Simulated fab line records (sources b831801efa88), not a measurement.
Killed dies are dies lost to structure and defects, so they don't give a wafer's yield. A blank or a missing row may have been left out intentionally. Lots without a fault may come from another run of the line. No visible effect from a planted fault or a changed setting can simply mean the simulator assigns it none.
Which tool was responsible? + flow sfq line + 42 wafers from 14 lots sampled at 5 of the route's 325 steps

## WHAT THE GAUGES SHOWED, per wafer
SFQ_M6_RS_MEAS_938: measures by four-point-probe.
| lot  | measured     | on            | M6_NB_RS (ohm/sq) |
|------|--------------|---------------|-------------------|
| L593 | day 77 00:52 | film metro-02 | 0.894 0.903 0.902 |
| L594 | day 77 08:47 | film metro-03 | 0.891 0.886 0.900 |
| L595 | day 77 09:48 | film metro-02 | 0.892 0.887 0.892 |
| L596 | day 77 13:25 | film metro-02 | 0.885 0.886 0.892 |
| L597 | day 77 22:59 | film metro-02 | 0.886 0.888 0.891 |
| L599 | day 78 15:47 | film metro-03 | 0.883 0.883 0.879 |
| L600 | day 78 20:35 | film metro-03 | 0.878 0.888 0.881 |
| L601 | day 79 02:34 | film metro-02 | 0.884 0.892 0.884 |
| L603 | day 80 01:02 | film metro-04 | 0.890 0.894 0.887 |
| L605 | day 80 07:38 | film metro-03 | 0.884 0.885 0.882 |
| L606 | day 81 08:48 | film metro-03 | 0.441 0.443 0.441 |
| L607 | day 81 11:13 | film metro-04 | 0.436 0.441 0.438 |
| L610 | day 82 02:32 | film metro-03 | 0.887 0.897 0.885 |
| L614 | day 86 03:52 | film metro-04 | 0.870 0.869 0.877 |

## EACH LOT AND THE TOOL THAT RAN IT (in order: tool; ch and the chambers of the sampled wafers; start)
| lot  | SFQ_TRILAYER_A5B_CMP_CMP_130  | SFQ_TRILAYER_R5_BARC_OPEN_METAL_ETCH_177 | SFQ_TRILAYER_I5_STRIP_STRIP_148   | SFQ_TRILAYER_M6_DEP_SPUTTER_157 |
|------|-------------------------------|------------------------------------------|-----------------------------------|---------------------------------|
| L593 | cmp-01 ch 0,2,3, day 71 03:25 | rie metal-03 ch 0,1, day 76 02:28        | rie metal-01 ch 0,1, day 76 15:40 | pvd sputter-06, day 77 00:46    |
| L594 | cmp-02 ch 1,2, day 71 04:05   | rie metal-04 ch 1, day 76 03:40          | rie metal-04 ch 0,1, day 76 16:52 | pvd sputter-03, day 77 08:41    |
| L595 | cmp-01 ch 1,2,3, day 71 09:25 | rie metal-03 ch 0, day 76 07:16          | rie metal-01 ch 0,1, day 76 18:04 | pvd sputter-05, day 77 09:41    |
| L596 | cmp-01 ch 0,3, day 71 14:55   | rie metal-03 ch 0,1, day 76 13:13        | rie metal-02 ch 0,1, day 76 21:52 | pvd sputter-03, day 77 13:17    |
| L597 | cmp-02 ch 0,1,2, day 71 23:11 | rie metal-04 ch 0,1, day 77 00:00        | rie metal-04 ch 0,1, day 77 14:59 | pvd sputter-03, day 77 22:53    |
| L599 | cmp-02 ch 0,2,3, day 73 05:30 | rie metal-03 ch 0,1, day 78 07:58        | rie metal-01 ch 0,1, day 78 11:53 | pvd sputter-03, day 78 15:39    |
| L600 | cmp-02 ch 0,2, day 73 12:14   | rie metal-03 ch 0,1, day 78 11:34        | rie metal-04 ch 0,1, day 78 16:20 | pvd sputter-06, day 78 20:27    |
| L601 | cmp-02 ch 1,2,3, day 73 18:28 | rie metal-04 ch 0,1, day 78 18:45        | rie metal-04 ch 0,1, day 78 22:09 | pvd sputter-06, day 79 02:28    |
| L603 | cmp-02 ch 0,1,2, day 75 01:28 | rie metal-04 ch 0,1, day 79 17:34        | rie metal-02 ch 0,1, day 79 21:09 | pvd sputter-06, day 80 00:54    |
| L605 | cmp-01 ch 1,2, day 75 05:28   | rie metal-04 ch 0,1, day 79 21:10        | rie metal-02 ch 0,1, day 80 01:36 | pvd sputter-03, day 80 07:30    |
| L606 | cmp-01 ch 0,2,3, day 76 16:01 | rie metal-02 ch 0,1, day 80 23:33        | rie metal-02 ch 0,1, day 81 03:30 | pvd sputter-05, day 81 08:27    |
| L607 | cmp-01 ch 0,1,2, day 76 18:31 | rie metal-04 ch 0,1, day 81 01:57        | rie metal-02 ch 0,1, day 81 05:21 | pvd sputter-03, day 81 10:51    |
| L610 | cmp-02 ch 0,1,2, day 77 02:49 | rie metal-03 ch 0,1, day 81 07:57        | rie metal-04 ch 0,1, day 81 16:09 | pvd sputter-03, day 82 02:27    |
| L614 | cmp-02 ch 0,3, day 77 10:43   | rie metal-03 ch 0,1, day 81 16:21        | rie metal-04 ch 0,1, day 82 02:57 | pvd sputter-03, day 86 03:46    |
- SFQ_TRILAYER_A5B_CMP_CMP_130: polishes, stops on Nb, target thk 340.7 nm.
- SFQ_TRILAYER_R5_BARC_OPEN_METAL_ETCH_177: etches BARC in O2, target depth 125 nm, time 41.7 s.
- SFQ_TRILAYER_I5_STRIP_STRIP_148: strips in O2.
- SFQ_TRILAYER_M6_DEP_SPUTTER_157: material Nb, target thk 200 nm, time 133.3 s.

## WHAT THE TOOLS THEMSELVES READ (means of the sampled wafers that have a number; where no wafer has one, the mark that the record gives instead)
SFQ_TRILAYER_A5B_CMP_CMP_130.
| lot  | tool   | motor current A (A) |
|------|--------|---------------------|
| L593 | cmp-01 | 10.3                |
| L594 | cmp-02 | 10.3                |
| L595 | cmp-01 | 10.7                |
| L596 | cmp-01 | 10.1                |
| L597 | cmp-02 | 10.1                |
| L599 | cmp-02 | 10.7                |
| L600 | cmp-02 | 9.1                 |
| L601 | cmp-02 | 11.1                |
| L603 | cmp-02 | 10.0                |
| L605 | cmp-01 | 10.8                |
| L606 | cmp-01 | 10.8                |
| L607 | cmp-01 | 10.8                |
| L610 | cmp-02 | 9.8                 |
| L614 | cmp-02 | 11.5                |

SFQ_TRILAYER_R5_BARC_OPEN_METAL_ETCH_177.
| lot  | tool         | drypump motor current A (A) | he backside leak sccm (sccm) | oes product au (a.u.) |
|------|--------------|-----------------------------|------------------------------|-----------------------|
| L593 | rie metal-03 | 5.1                         | 3.57                         | 0.691                 |
| L594 | rie metal-04 | 6.2                         | 3.38                         | 0.688                 |
| L595 | rie metal-03 | 5.6                         | 3.67                         | 0.687                 |
| L596 | rie metal-03 | 5.0                         | 3.51                         | 0.686                 |
| L597 | rie metal-04 | 6.0                         | 3.37                         | 0.685                 |
| L599 | rie metal-03 | 5.0                         | 3.80                         | 0.683                 |
| L600 | rie metal-03 | 5.0                         | 3.59                         | 0.681                 |
| L601 | rie metal-04 | 6.0                         | 3.38                         | 0.690                 |
| L603 | rie metal-04 | 5.8                         | 3.32                         | 0.682                 |
| L605 | rie metal-04 | 6.0                         | 3.42                         | 0.684                 |
| L606 | rie metal-02 | 6.1                         | 3.88                         | 0.687                 |
| L607 | rie metal-04 | 6.0                         | 3.33                         | 0.684                 |
| L610 | rie metal-03 | 5.3                         | 3.64                         | 0.684                 |
| L614 | rie metal-03 | 5.3                         | 3.44                         | 0.688                 |

SFQ_TRILAYER_I5_STRIP_STRIP_148.
| lot  | tool         | drypump motor current A (A) | he backside leak sccm (sccm) | oes product au (a.u.) |
|------|--------------|-----------------------------|------------------------------|-----------------------|
| L593 | rie metal-01 | 5.6                         | 3.5                          | 0.998                 |
| L594 | rie metal-04 | 5.7                         | 3.2                          | 1.000                 |
| L595 | rie metal-01 | 5.5                         | 3.5                          | 0.992                 |
| L596 | rie metal-02 | 6.2                         | 3.7                          | 1.005                 |
| L597 | rie metal-04 | 6.0                         | 3.3                          | 0.996                 |
| L599 | rie metal-01 | 5.7                         | 3.5                          | 1.000                 |
| L600 | rie metal-04 | 6.0                         | 3.3                          | 1.000                 |
| L601 | rie metal-04 | 6.0                         | 3.4                          | 0.995                 |
| L603 | rie metal-02 | 6.1                         | 3.8                          | 1.001                 |
| L605 | rie metal-02 | 6.1                         | 4.0                          | 1.008                 |
| L606 | rie metal-02 | 6.1                         | 4.0                          | 1.012                 |
| L607 | rie metal-02 | 6.1                         | 4.0                          | 1.005                 |
| L610 | rie metal-04 | 5.8                         | 3.4                          | 1.009                 |
| L614 | rie metal-04 | 5.8                         | 3.4                          | 0.998                 |

SFQ_TRILAYER_M6_DEP_SPUTTER_157.
| lot  | tool           | chamber pressure pa (Pa) | throttle valve pct (%) |
|------|----------------|--------------------------|------------------------|
| L593 | pvd sputter-06 | 0.13348                  | 28.6                   |
| L594 | pvd sputter-03 | 0.13311                  | 29.8                   |
| L595 | pvd sputter-05 | 0.13328                  | 30.6                   |
| L596 | pvd sputter-03 | 0.13355                  | 30.5                   |
| L597 | pvd sputter-03 | 0.13329                  | 28.8                   |
| L599 | pvd sputter-03 | 0.13311                  | 30.2                   |
| L600 | pvd sputter-06 | 0.13312                  | 30.4                   |
| L601 | pvd sputter-06 | 0.13345                  | 29.5                   |
| L603 | pvd sputter-06 | 0.13329                  | 29.5                   |
| L605 | pvd sputter-03 | 0.13318                  | 29.7                   |
| L606 | pvd sputter-05 | 0.13322                  | 30.6                   |
| L607 | pvd sputter-03 | 0.13349                  | 29.8                   |
| L610 | pvd sputter-03 | 0.13306                  | 29.8                   |
| L614 | pvd sputter-03 | 0.13322                  | 29.9                   |

## THE ANSWER, worked out from the rows above alone
Rule: the usual values come from the lots themselves. The widest of any qualifying gaps counts: lots, ordered by their means at a reading, are off when they make up no more than a third of the lots, leave a main group of 4 or more, and stand apart from it by 3 or more times the standard deviation of that group's means. The tables above print the reading to a certain number of digits; a main group whose means all agree to those digits is not used. A lot without any number at a reading at which 4 lots or more have one is off too. Where the step has rows for the other lots, those lots are counted as sound. After the gauges, taken in route order, come the tools' own readings; for these a lot's mean is taken, as printed above. The first step at which some lot is off is used, and at that step the reading that is off furthest; a lot without a number counts as furthest.
Off: L606, L607, at SFQ_M6_RS_MEAS_938 (M6_NB_RS). Main group: mean 0.887 ohm/sq, sd 0.0065.
A tool fits if, at a process step before that reading, it ran every lot that is off, and no sound lot after the first of them. Gauges at SFQ_M6_RS_MEAS_938: tried the same way as those tools. Can't be told from this: 2 tools fit, cmp-01 at SFQ_TRILAYER_A5B_CMP_CMP_130, rie metal-02 at SFQ_TRILAYER_I5_STRIP_STRIP_148.

## WHAT HAD BEEN PUT IN BY THE SIMULATOR
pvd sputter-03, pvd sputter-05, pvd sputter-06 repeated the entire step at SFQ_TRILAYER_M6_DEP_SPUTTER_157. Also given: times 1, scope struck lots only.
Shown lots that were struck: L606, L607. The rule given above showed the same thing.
